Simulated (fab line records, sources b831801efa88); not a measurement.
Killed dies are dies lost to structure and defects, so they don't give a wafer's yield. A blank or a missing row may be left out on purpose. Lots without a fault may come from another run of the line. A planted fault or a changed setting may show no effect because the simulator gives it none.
Which tool did it? | flow sky130 | 14 lots, 42 wafers sampled, at 4 steps of a route of 708

WHAT THE GAUGES READ, wafer by wafer
SKY_SD_P_TW_MEAS_11.
lot  | measured     | on            | SD_P_TW
L935 | day 25 15:57 | film_metro-03 | 2816 2840 2832
L936 | day 25 21:54 | film_metro-01 | 2864 2850 2854
L937 | day 26 09:50 | film_metro-02 | 2818 2832 2821
L938 | day 27 03:13 | film_metro-03 | 2835 2842 2841
L939 | day 27 13:41 | film_metro-02 | 2810 2811 2801
L941 | day 28 09:14 | film_metro-02 | 2826 2820 2823
L942 | day 28 17:58 | film_metro-01 | 2846 2859 2837
L946 | day 30 01:32 | film_metro-02 | 2821 2805 2800
L952 | day 31 23:52 | film_metro-01 | 2837 2853 2843
L953 | day 32 08:17 | film_metro-03 | 2833 2841 2836
L954 | day 32 09:40 | film_metro-03 | 2837 2836 2838
L955 | day 32 18:20 | film_metro-01 | 2841 2846 2854
L956 | day 33 00:02 | film_metro-02 | 2818 2824 2815
L958 | day 33 14:07 | film_metro-01 | 2844 2836 2829

SKY_LI_CONTACT_BOW_MEAS_03.
lot  | measured     | on            | LI_CONTACT_BOW (um)
L935 | day 28 05:58 | film_metro-02 | 54 59 66
L936 | day 28 10:15 | film_metro-02 | 56 52 54
L937 | day 28 22:29 | film_metro-02 | 48 58 51
L938 | day 29 15:15 | film_metro-02 | 58 61 62
L939 | day 30 01:14 | film_metro-03 | 60 62 46
L941 | day 30 20:06 | film_metro-03 | 47 44 45 - - -
L942 | day 31 05:41 | film_metro-01 | 51 37 60
L946 | day 32 11:57 | film_metro-01 | 54 47 58
L952 | day 34 06:52 | film_metro-01 | 58 63 54
L953 | day 34 15:33 | film_metro-03 | 57 58 44
L954 | day 34 16:24 | film_metro-03 | 64 55 60
L955 | day 35 00:58 | film_metro-03 | 50 52 61
L956 | day 35 07:13 | film_metro-03 | 67 54 65
L958 | day 35 21:26 | film_metro-03 | 58 57 52

WHICH TOOL RAN EACH LOT (tool, then ch and the chambers of the sampled wafers, then the start)
lot  | SKY_SD_P_STRIP_10                    | SKY_SD_N_STRIP_11
L935 | plasma_asher-02 ch 0,1, day 25 15:50 | plasma_asher-04 ch 0,1, day 28 04:43
L936 | plasma_asher-02 ch 0,1, day 25 21:48 | plasma_asher-01 ch 0,1, day 28 09:00
L937 | plasma_asher-02 ch 0,1, day 26 09:44 | plasma_asher-01 ch 0,1, day 28 21:16
L938 | plasma_asher-04 ch 0, day 27 03:07   | plasma_asher-01 ch 0,1, day 29 14:01
L939 | plasma_asher-02 ch 0,1, day 27 13:35 | plasma_asher-01 ch 0,1, day 30 00:00
L941 | plasma_asher-04 ch 0,1, day 28 09:08 | plasma_asher-02 ch 0,1, day 30 18:46
L942 | plasma_asher-04 ch 0,1, day 28 17:52 | plasma_asher-01 ch 0,1, day 31 04:25
L946 | plasma_asher-02 ch 1, day 30 01:26   | plasma_asher-02 ch 0,1, day 32 10:40
L952 | plasma_asher-04 ch 0,1, day 31 23:46 | plasma_asher-02 ch 0,1, day 34 05:37
L953 | plasma_asher-04 ch 0,1, day 32 08:11 | plasma_asher-02 ch 0,1, day 34 14:18
L954 | plasma_asher-03 ch 0,1, day 32 09:34 | plasma_asher-01 ch 0,1, day 34 15:10
L955 | plasma_asher-02 ch 0,1, day 32 18:15 | plasma_asher-02 ch 0,1, day 34 23:44
L956 | plasma_asher-02 ch 0,1, day 32 23:55 | plasma_asher-04 ch 0,1, day 35 05:58
L958 | plasma_asher-03 ch 0,1, day 33 14:01 | plasma_asher-02 ch 0,1, day 35 20:13
- SKY_SD_P_STRIP_10: strips in O2/N2.
- SKY_SD_N_STRIP_11: strips in O2/N2.

WHAT THE TOOLS THEMSELVES READ (means of the sampled wafers that have a number; where no wafer has one, the mark that the record gives instead)
SKY_SD_P_STRIP_10.
lot  | tool            | chamber_pressure_mTorr (mTorr) | drypump_motor_current_A (A) | oes_product_au (a.u.) | strip_time_to_endpoint_s (s)
L935 | plasma_asher-02 | 1499.5                         | 5.4                         | 0.619                 | 17.50
L936 | plasma_asher-02 | 1500.1                         | 5.4                         | 0.613                 | 17.47
L937 | plasma_asher-02 | 1499.9                         | 5.4                         | 0.621                 | 17.51
L938 | plasma_asher-04 | 1500.9                         | 5.0                         | 0.617                 | 17.45
L939 | plasma_asher-02 | 1501.2                         | 5.6                         | 0.617                 | 17.53
L941 | plasma_asher-04 | 1498.6                         | 5.9                         | 0.618                 | 17.49
L942 | plasma_asher-04 | 1501.3                         | 5.9                         | 0.617                 | 17.50
L946 | plasma_asher-02 | 1501.1                         | 5.7                         | 0.620                 | 17.53
L952 | plasma_asher-04 | 1501.2                         | 5.9                         | 0.613                 | 17.53
L953 | plasma_asher-04 | 1499.9                         | 5.4                         | 0.616                 | 17.48
L954 | plasma_asher-03 | 1500.0                         | 5.7                         | 0.615                 | 17.50
L955 | plasma_asher-02 | 1499.2                         | 5.6                         | 0.619                 | 17.50
L956 | plasma_asher-02 | 1499.7                         | 5.4                         | 0.614                 | 17.48
L958 | plasma_asher-03 | 1499.6                         | 5.7                         | 0.611                 | 17.49

SKY_SD_N_STRIP_11.
lot  | tool            | chamber_pressure_mTorr (mTorr) | drypump_motor_current_A (A) | oes_product_au (a.u.) | strip_time_to_endpoint_s (s)
L935 | plasma_asher-04 | 1499.1                         | 5.9                         | 0.526                 | 22.53
L936 | plasma_asher-01 | 1498.9                         | 5.4                         | 0.526                 | 22.50
L937 | plasma_asher-01 | 1499.3                         | 5.4                         | 0.526                 | 22.65
L938 | plasma_asher-01 | 1500.5                         | 5.4                         | 0.529                 | 22.55
L939 | plasma_asher-01 | 1499.2                         | 5.7                         | 0.528                 | 22.55
L941 | plasma_asher-02 | -                              | -                           | -                     | -
L942 | plasma_asher-01 | -                              | -                           | -                     | -
L946 | plasma_asher-02 | 1500.4                         | 5.4                         | 0.525                 | 22.54
L952 | plasma_asher-02 | 1498.7                         | 5.6                         | 0.531                 | 22.53
L953 | plasma_asher-02 | 1501.7                         | 5.4                         | 0.525                 | 22.56
L954 | plasma_asher-01 | 1499.8                         | 5.4                         | 0.529                 | 22.61
L955 | plasma_asher-02 | 1501.3                         | 5.6                         | 0.527                 | 22.56
L956 | plasma_asher-04 | 1499.6                         | 5.4                         | 0.528                 | 22.50
L958 | plasma_asher-02 | 1501.0                         | 5.6                         | 0.523                 | 22.59

THE ANSWER, worked out from the rows above alone
Rule: what is usual is taken from the lots themselves. Put in order of their means at a reading, lots are off if they are a third of the lots or fewer, leave a main group of 4 or more, and stand apart from it by a gap of 3 or more times the standard deviation of the main group's means; of several such gaps the widest counts. A main group whose means are all the same, to the digits that the tables above print for the reading, isn't used. A lot without any number at a reading at which 4 lots or more have one is off too. The other lots that the step has rows for count as sound. The gauges are gone through in route order, then the tools' own readings, and for those a lot's mean is taken as printed above. The first step at which some lot is off is used, and at that step the reading that is off furthest; a lot without a number counts as furthest.
Off: L941, L942, at SKY_SD_N_STRIP_11 (chamber_pressure_mTorr). Without a number there: L941, L942. The main group: mean 1500.0 mTorr, standard deviation 0.96.
A tool fits if, at that step or a process step before it, it ran every lot that is off, and no sound lot after the first of them. None of those tried fits.

WHAT THE SIMULATOR HAD PUT IN
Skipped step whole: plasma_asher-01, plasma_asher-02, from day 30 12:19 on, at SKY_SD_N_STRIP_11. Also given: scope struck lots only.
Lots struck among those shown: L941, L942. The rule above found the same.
